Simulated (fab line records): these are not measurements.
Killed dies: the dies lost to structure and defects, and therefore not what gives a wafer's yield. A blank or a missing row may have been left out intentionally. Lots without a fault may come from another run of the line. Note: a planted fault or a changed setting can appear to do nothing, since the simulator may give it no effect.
Which of the tools did it? -- flow sky130 -- 14 lots, 42 wafers sampled, at 4 steps of a route of 708

## WHAT EACH GAUGE READ, for each wafer
SKY_VIA1_CD_MEAS_12: target cd 150 nm. Usual: cd_nm reads 149.2 nm (standard deviation 1.6).
lot,measured,on,cd_nm (nm),flag
L536,day 33 18:29,cd_sem-01,148.9 148.5 146.8,
L537,day 34 04:14,cd_sem-02,147.7 149.7 147.3,
L538,day 34 10:47,cd_sem-01,150.7 150.4 149.6,
L541,day 35 08:13,cd_sem-02,149.4 147.6 146.6,
L542,day 35 21:17,cd_sem-02,149.1 148.6 148.6,
L545,day 36 18:00,cd_sem-01,149.1 150.4 148.0,
L546,day 37 10:37,cd_sem-01,150.4 149.7 150.4,
L547,day 37 06:46,cd_sem-02,149.1 147.5 147.0,
L553,day 39 03:19,cd_sem-01,149.7 149.8 149.0,
L554,day 39 13:36,cd_sem-02,148.8 149.0 149.8,
L555,day 40 00:49,cd_sem-01,149.3 150.6 151.0,
L557,day 40 08:35,cd_sem-01,150.0 151.1 151.0,
L558,day 40 15:14,cd_sem-02,149.6 149.6 148.5,
L559,day 40 16:20,cd_sem-01,153.0 150.7 150.3,

SKY_CAPM_THK_MEAS_04: measures by xrf. Usual: CAPM_TIN_THK typically reads 199.1 nm, with standard deviation 2.
lot,measured,on,CAPM_TIN_THK (nm),flag
L536,day 36 04:18,film_metro-02,198.9 199.9 199.8,
L537,day 36 13:17,film_metro-02,201.0 201.5 200.5,
L538,day 36 20:40,film_metro-01,199.8 200.5 200.6,
L541,day 37 17:59,film_metro-03,197.2 199.6 200.2,
L542,day 38 05:15,film_metro-01,197.8 198.1 197.0,
L545,day 39 01:26,film_metro-01,195.8 198.2 196.6,
L546,day 39 18:13,film_metro-01,197.5 195.4 195.1,
L547,day 39 14:07,film_metro-01,198.4 198.3 198.6,
L553,day 41 09:13,film_metro-01,203.2 201.8 201.5,
L554,day 41 18:59,film_metro-01,204.5 200.2 202.1,
L555,day 42 06:34,film_metro-02,199.2 197.9 200.1,
L557,day 42 13:54,film_metro-03,196.8 200.6 198.1,
L558,day 42 19:37,film_metro-01,199.4 198.8 197.8,
L559,day 42 21:12,film_metro-01,199.5 200.0 198.2,

## EACH LOT AND THE TOOL THAT RAN IT (in order: tool; ch and the chambers of the sampled wafers; start)
lot,SKY_NWELL_CLEAN_27,SKY_CAPM_SPUTTER_02
L536,"wet_bench-01 ch 3, day 5 06:47","pvd_sputter-03, day 36 04:04"
L537,"wet_bench-02 ch 3, day 5 14:48","pvd_sputter-03, day 36 13:02"
L538,"wet_bench-02 ch 2, day 5 19:54","pvd_sputter-04, day 36 20:26"
L541,"wet_bench-01 ch 0, day 6 15:45","pvd_sputter-03, day 37 17:45"
L542,"wet_bench-02 ch 3, day 6 19:30","pvd_sputter-02, day 38 05:01"
L545,"wet_bench-03 ch 0, day 7 10:23","pvd_sputter-02, day 39 01:13"
L546,"wet_bench-03 ch 3, day 7 17:31","pvd_sputter-02, day 39 17:59"
L547,"wet_bench-03 ch 3, day 7 23:21","pvd_sputter-04, day 39 13:52"
L553,"wet_bench-01 ch 1, day 9 16:29","pvd_sputter-03, day 41 08:59"
L554,"wet_bench-01 ch 2, day 9 20:37","pvd_sputter-04, day 41 18:46"
L555,"wet_bench-01 ch 3, day 10 08:55","pvd_sputter-02, day 42 06:20"
L557,"wet_bench-01 ch 2, day 10 15:23","pvd_sputter-02, day 42 13:39"
L558,"wet_bench-03 ch 2, day 10 23:22","pvd_sputter-03, day 42 19:22"
L559,"wet_bench-03 ch 2, day 11 04:05","pvd_sputter-02, day 42 20:58"
- SKY_NWELL_CLEAN_27: cleans in SC1/SC2, time 150 s.
- SKY_CAPM_SPUTTER_02: material TiN, target thk 200 nm, time 166.7 s.

## WHAT THE TOOLS THEMSELVES READ (means of the sampled wafers that have a number; where no wafer has one, the mark that the record gives instead)
SKY_NWELL_CLEAN_27. Usual: run_length_s reads 178 s (standard deviation 3.1).
lot,tool,run_length_s (s),flag
L536,wet_bench-01,177,
L537,wet_bench-02,175,
L538,wet_bench-02,183,
L541,wet_bench-01,174,
L542,wet_bench-02,176,
L545,wet_bench-03,174,
L546,wet_bench-03,99,OFF
L547,wet_bench-03,100,OFF
L553,wet_bench-01,176,
L554,wet_bench-01,177,
L555,wet_bench-01,178,
L557,wet_bench-01,184,
L558,wet_bench-03,178,
L559,wet_bench-03,177,

SKY_CAPM_SPUTTER_02. Usual: cathode_dc_power_W 6499.9 W, standard deviation 1.1; throttle_valve_pct 29.8 %, standard deviation 0.97.
lot,tool,cathode_dc_power_W (W),throttle_valve_pct (%),flag
L536,pvd_sputter-03,6499.7,29.5,
L537,pvd_sputter-03,6500.0,29.5,
L538,pvd_sputter-04,6500.2,29.2,
L541,pvd_sputter-03,6499.6,29.5,
L542,pvd_sputter-02,6499.9,30.4,
L545,pvd_sputter-02,6499.8,30.2,
L546,pvd_sputter-02,6499.8,29.9,
L547,pvd_sputter-04,6500.6,30.2,
L553,pvd_sputter-03,6499.9,29.6,
L554,pvd_sputter-04,6499.8,28.4,
L555,pvd_sputter-02,6500.3,30.1,
L557,pvd_sputter-02,6499.2,29.7,
L558,pvd_sputter-03,6499.6,29.7,
L559,pvd_sputter-02,6499.2,29.8,

## THE ANSWER, worked out from the rows above alone
Rule: a lot counts as off when the mean over its wafers that have a number is more than 3 standard deviations away from the usual mean. Also off: a lot with no number at a reading for which 4 or more lots have one. The other lots that the step has rows for count as sound. Order of review: gauges by route order, followed by the tools' own readings, for which a lot's mean as printed above is used. The first step at which some lot is off is used, and at that step the reading that is off furthest; a lot without a number counts as furthest.
Off: L546, L547, at SKY_NWELL_CLEAN_27 (run_length_s).
A tool fits if, at that step or a process step before it, it ran every lot that is off, and no sound lot after the first of them. No candidate that was tried fits.

## WHAT HAD BEEN PUT IN BY THE SIMULATOR
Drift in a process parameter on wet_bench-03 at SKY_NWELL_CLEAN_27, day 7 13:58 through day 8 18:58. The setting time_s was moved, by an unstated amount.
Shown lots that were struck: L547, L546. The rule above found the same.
